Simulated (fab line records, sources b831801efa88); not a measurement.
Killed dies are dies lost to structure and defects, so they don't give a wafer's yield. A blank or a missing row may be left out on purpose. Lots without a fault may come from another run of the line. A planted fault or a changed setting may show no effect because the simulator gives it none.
fab line records | flow sky130
record lots=5 wafers=15 last_day=50
route steps=708 shown FIELD_ISO@3 PAD_OPEN@708
lots that met no fault: from a run of the same line without faults
start_h: hours from the record's first day to the start of the lot's first wafer shown | wait_h: hours since the lot's step before | " the same as in the row above | L1.1+2: a row that stands for several wafers | - no value, or no start given | * or withheld: withheld | < > ~ a bound
route shown NAME@n: a module of which the file shows steps, and the number in the route of the first | usual: mean/standard deviation of fault-free wafers | same: alike in all rows | chamber/n: place in a boat | sites: the reading at each site | _std_site: their standard deviation | _edge_site: outer sites' mean less inner sites' | radius_mm: how far each site lies from the wafer's centre | mask NAME#n: copy n | behind: the tool/chamber that last shaped the wafer | hold: why the lot was held/for how many hours/how that ended | device: the transistor (n, p or np) that didn't switch | end of line: the same wafers' tests at the end of the route | a step without rows: its recipe alone | killed: dies lost to structure and defects at the first sort, not the wafer's yield | map: a wafer's dies, x killed, . not, _ none there
set.NAME: the setting as run; set.NAME@STEP: as run at that earlier step | model.NAME: the simulator's own value behind a step, which no gauge read
lots at some steps of the route; a table a step, a row a wafer
services: from which hour (start_h, from the record's first day; less than 0 if before it) a tool's chamber was out of use, for how many hours, and why
## steps
# step SKY_FIELD_ISO_THK_MEAS_02
# recipe reads=SiO2_of_FIELD_ISO_OXIDATION_01
# usual FIELD_ISO_OXIDATION_00_THK=12.03/0.26
# columns lot.wafer tool chamber start_h wait_h FIELD_ISO_OXIDATION_00_THK[nm]
L590.1 film_metro-01 - 21.63 0.0 11.70
L590.4 " - " " 11.96
L590.5 " - " " 12.10
L595.4 film_metro-01 - 49.42 0.0 11.63
L595.5 " - " " 11.84
L595.6 " - " " 11.88
L604.1 film_metro-01 - 91.78 0.0 11.79
L604.5 " - " " 11.73
L604.6 " - " " 11.67
L606.3 film_metro-04 - 102.27 0.0 11.94
L606.5 " - " " 11.88
L606.6 " - " " 12.07
L611.1 film_metro-01 - 129.95 0.0 12.29
L611.2 " - " " 12.04
L611.3 " - " " 12.03
# step SKY_FIELD_ISO_CVD_03
# recipe material=Si3N4 precursor=DCS/NH3 target_thk_nm=165 temp_c=770 time_s=2830 pressure_mtorr=250
# step SKY_FIELD_ISO_THK_MEAS_04
# recipe reads=Si3N4_of_FIELD_ISO_CVD_03
# usual FIELD_ISO_CVD_03_THK=164.6/1.5
# columns lot.wafer tool chamber start_h wait_h FIELD_ISO_CVD_03_THK[nm]
L590.1 film_metro-02 - 23.48 0.0 163.6
L590.4 " - " " 163.2
L590.5 " - " " 164.2
L595.4 film_metro-04 - 51.27 0.0 167.4
L595.5 " - " " 166.7
L595.6 " - " " 167.2
L604.1 film_metro-04 - 94.95 0.0 164.4
L604.5 " - " " 164.5
L604.6 " - " " 164.8
L606.3 film_metro-04 - 104.11 0.0 166.0
L606.5 " - " " 166.3
L606.6 " - " " 166.9
L611.1 film_metro-01 - 131.80 0.0 165.2
L611.2 " - " " 165.1
L611.3 " - " " 166.4
# step SKY_FIELD_ISO_DEHYDRATE_05
# recipe temp_c=200 time_s=60
# step SKY_FIELD_ISO_HMDS_06
# recipe prime_time_s=60 prime_temp_c=120
# step SKY_FIELD_ISO_COAT_07
# recipe resist=BARC temp_c=withheld time_s=withheld spin_rpm=3000 resist_thk_nm=60
# step SKY_FIELD_ISO_COAT_08
# recipe resist=KrF-thick spin_rpm=3000 resist_thk_nm=450
# step SKY_FIELD_ISO_SOFTBAKE_09
# recipe temp_c=100 time_s=90 resist=KrF-thick
# step SKY_FIELD_ISO_EXPOSE_10
# recipe mask_id=FOM na=0.68 source_shape=annular sigma_inner=0.4 sigma_outer=0.8 target_cd_nm=150 dose_mj=28
# step SKY_FIELD_ISO_PEB_11
# recipe peb_temp_c=withheld peb_time_s=withheld resist=KrF-thick
# step SKY_FIELD_ISO_DEVELOP_12
# recipe develop_time_s=60 resist=KrF-thick dev_temp_c=21
# step SKY_FIELD_ISO_CD_MEAS_13
# recipe target_cd_nm=150
# usual cd_nm=150.1/1.4
# columns lot.wafer tool chamber start_h wait_h cd_nm
L590.1 cd_sem-01 - 37.94 - 152.2
L590.4 " - " " 151.0
L590.5 " - " " 151.5
L595.4 cd_sem-01 - 66.74 - 150.4
L595.5 " - " " 150.5
L595.6 " - " " 152.1
L604.1 cd_sem-02 - 114.14 - 149.5
L604.5 " - " " 148.9
L604.6 " - " " 148.7
L606.3 cd_sem-02 - 122.47 - 150.2
L606.5 " - " " 149.7
L606.6 " - " " 150.0
L611.1 cd_sem-01 - 150.48 - 147.8
L611.2 " - " " 146.9
L611.3 " - " " 148.0
# step SKY_FIELD_ISO_ETCH_14
# recipe chemistry=N2/H2 target=BARC ion_energy_ev=200 source_w=500 bias_w=100 pressure_mtorr=30 n2_flow_sccm=100 h2_flow_sccm=200 stop_on=SiO2 time_s=45.9 target_depth_a=600
# usual bias_w=100.04/0.3 drypump_motor_current_A=5.6/0.4 oes_product_au=0.855/0.0045 rf_fwd_power_W=494.7/2.2 run_length_s=74.0/0.41 throttle_valve_pct=13.225/0.0096
# columns lot.wafer tool chamber start_h wait_h bias_w drypump_motor_current_A oes_product_au rf_fwd_power_W rf_hours_counter_h run_length_s throttle_valve_pct
L590.1 rie_diel-02 1 38.06 0.1 100.49 5.8 0.857 492.3 31 73.9 13.218
L590.4 " 0 " " 99.96 5.2 0.855 495.0 110 73.9 13.220
L590.5 " 1 " " 100.54 5.9 0.862 492.7 - 73.9 13.220
L595.4 rie_diel-02 1 66.80 0.0 99.90 5.8 0.862 492.6 31 73.7 13.226
L595.5 " 3 " " 100.42 5.3 0.853 492.1 - 73.4 13.222
L595.6 " 2 " " 99.69 5.6 0.843 495.1 - 74.7 13.219
L604.1 rie_diel-01 3 114.26 0.1 100.39 5.2 0.859 491.4 159 73.6 13.223
L604.5 " 2 " " 99.77 4.9 0.852 490.2 - 75.3 13.230
L604.6 " 1 " " 100.44 6.2 0.859 497.6 - 74.3 13.223
L606.3 rie_diel-02 2 122.55 0.1 100.30 5.6 0.860 496.3 3 74.2 13.235
L606.5 " 3 " " - 5.3 0.894 - - 71.6 13.227
L606.6 " 2 " " 100.35 5.6 0.859 498.4 - 74.1 13.218
L611.1 rie_diel-01 1 150.60 0.1 100.18 6.2 0.850 497.6 45 74.5 13.231
L611.2 " 2 " " 99.72 4.9 0.851 495.3 3 74.9 13.227
L611.3 " 3 " " 100.44 5.2 0.852 490.0 0 73.6 13.230
# step SKY_FIELD_ISO_ETCH_15
# recipe chemistry=CHF3/O2 target_depth_nm=180 stop_on=Si source_w=593.4 bias_w=200 pressure_mtorr=40 chf3_flow_sccm=50 O2_flow_sccm=5 time_s=72
# usual bias_w=199.9/0.6 chf3_flow_sccm=50.03/0.16 drypump_motor_current_A=5.6/0.4 oes_product_au=0.945/0.0065 rf_fwd_power_W=589.1/2 run_length_s=100.1/0.42 throttle_valve_pct=8.844/0.009
# columns lot.wafer tool chamber start_h wait_h bias_w chf3_flow_sccm drypump_motor_current_A oes_product_au rf_fwd_power_W rf_hours_counter_h run_length_s throttle_valve_pct
L590.1 rie_diel-02 1 38.10 0.0 199.5 49.80 5.9 0.944 587.0 31 99.6 8.840
L590.4 " 0 " " 200.3 49.90 5.2 0.938 589.0 110 99.7 8.841
L590.5 " 1 " " 199.9 49.83 5.8 0.939 589.1 - 99.7 8.830
L595.4 rie_diel-02 1 66.85 0.0 200.3 50.04 5.8 0.951 586.6 31 99.7 8.853
L595.5 " 3 " " 199.8 50.03 5.3 0.946 590.3 - 100.1 8.824
L595.6 " 2 " " 200.0 50.07 5.6 0.952 591.0 - 100.6 8.854
L604.1 rie_diel-01 3 114.30 0.0 199.6 50.32 5.2 0.950 586.0 159 100.1 8.843
L604.5 " 2 " " 200.3 50.00 4.9 0.949 586.6 - 101.3 8.835
L604.6 " 1 " " 200.8 49.79 6.2 0.945 589.0 - 100.2 8.843
L606.3 rie_diel-02 2 122.60 0.0 199.8 49.87 5.5 0.949 590.5 3 100.5 8.836
L606.5 " 3 " " 200.8 50.11 5.3 0.946 588.5 - 99.8 8.850
L606.6 " 2 " " 198.7 50.13 5.6 0.951 589.5 - 100.8 8.831
L611.1 rie_diel-01 1 150.65 0.0 201.2 50.12 6.2 0.948 592.5 45 100.5 8.827
L611.2 " 2 " " 200.1 49.91 4.9 0.954 588.5 3 100.8 8.838
L611.3 " 3 " " 199.5 49.85 5.2 0.938 589.2 0 100.0 8.848
# step SKY_PAD_OPEN_PROBE_99
# usual killed_at_M0_to_M3=42/7 killed_at_M4_up=3.2/1.6 killed_at_contacts=24/5.8 killed_at_front_end=16/4.3 killed_at_other=0.3/0.62 killed_dies=86/9.5 killed_open=46/6.4 killed_short=39/6.3
# same gross_dies=492 killed_at_back_side=0
# columns lot.wafer tool chamber start_h wait_h killed_at_M0_to_M3 killed_at_M4_up killed_at_contacts killed_at_front_end killed_at_other killed_dies killed_open killed_short
L604.1 prober-02 - 1173.56 0.1 45 5 28 7 0 85 49 36
L604.5 prober-02 - 1173.76 0.2 39 3 20 17 0 79 45 34
L604.6 prober-02 - 1173.81 0.2 28 2 31 16 0 77 35 42
L606.3 prober-02 - 1183.42 0.2 54 3 20 15 0 92 51 41
L606.5 prober-02 - 1183.52 0.2 38 5 21 19 0 83 40 42
L606.6 prober-02 - 1183.57 0.2 37 5 19 13 0 74 46 28
# killed by level:class
L604.1 VIA1:geometric_particle:open=14 LI_CONTACT:geometric_particle:open=8 CONTACT:geometric_particle:open=8 LOCAL_INTERCONNECT:geometric_particle:short=6 VIA3:geometric_particle:open=6 VIA2:geometric_particle:open=5 METAL1:geometric_particle:short=4 CONTACT:geometric_particle:short=3
L604.5 VIA1:geometric_particle:open=10 LI_CONTACT:geometric_particle:open=8 VIA3:geometric_particle:open=7 POLY_GATE:geometric_particle:open=5 FIELD_ISO:geometric_particle:short=4 POLY_GATE:geometric_particle:short=4 CONTACT:geometric_particle:short=4 METAL3:geometric_particle:short=4
L604.6 CONTACT:geometric_particle:open=11 CONTACT:geometric_particle:short=10 FIELD_ISO:geometric_particle:short=6 FIELD_ISO:geometric_particle:open=6 METAL1:geometric_particle:short=6 LI_CONTACT:geometric_particle:short=5 VIA1:geometric_particle:open=4 METAL2:geometric_particle:short=4
L606.3 CONTACT:geometric_particle:open=14 VIA2:geometric_particle:open=11 VIA1:geometric_particle:open=9 METAL1:geometric_particle:short=8 METAL2:geometric_particle:short=6 FIELD_ISO:geometric_particle:short=5 VIA3:geometric_particle:open=5 CONTACT:geometric_particle:short=4
L606.5 VIA1:geometric_particle:open=8 CONTACT:geometric_particle:open=7 METAL2:geometric_particle:short=7 CONTACT:geometric_particle:short=6 VIA3:geometric_particle:open=6 FIELD_ISO:geometric_particle:short=5 VIA2:geometric_particle:open=5 LI_CONTACT:geometric_particle:open=4
L606.6 VIA1:geometric_particle:open=12 CONTACT:geometric_particle:open=11 FIELD_ISO:geometric_particle:open=5 METAL1:geometric_particle:short=5 VIA2:geometric_particle:open=5 METAL4:geometric_particle:short=4 VIA3:geometric_particle:open=4 POLY_GATE:geometric_particle:short=3
## services
# columns tool chamber start_h hours kind
rie_diel-01 3 33.68 1.8 repair
rie_diel-02 3 92.06 - clean
rie_diel-02 3 92.06 15.0 scheduled_down
rie_diel-02 3 92.06 15.0 vent_cycle
rie_diel-01 0 110.05 7.0 repair
rie_diel-02 3 113.46 7.2 repair
rie_diel-01 3 127.07 - clean
rie_diel-01 3 127.07 17.4 scheduled_down
rie_diel-01 3 127.07 17.4 vent_cycle
rie_diel-02 0 148.40 13.5 repair
rie_diel-02 3 150.20 5.3 repair
## key
first_sign step=SKY_FIELD_ISO_ETCH_14 reading=oes_product_au direction=up sigmas=8.6 usual=0.855 struck=0.894
effect step=SKY_FIELD_ISO_ETCH_14 reading=run_length_s direction=down sigmas=5.8 usual=* struck=*
met_at SKY_FIELD_ISO_ETCH_14
struck_wafers L606.5
tester_left_out L606
onset_between 66.80 122.55
fault kind=process_parameter_drift tool=rie_diel-02 chamber=3 onset_h=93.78 steps=SKY_FIELD_ISO_ETCH_14 channel=time_s offset=* shape=step end_h=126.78 acts_in=* stated=*
# tester_left_out: of these lots the tester's yield and bins aren't shown, on N5 and GAA mostly nor the transistor test; their killed dies are dies lost to structure and defects alone, not to doping, threshold or leakage, so they don't give the yield
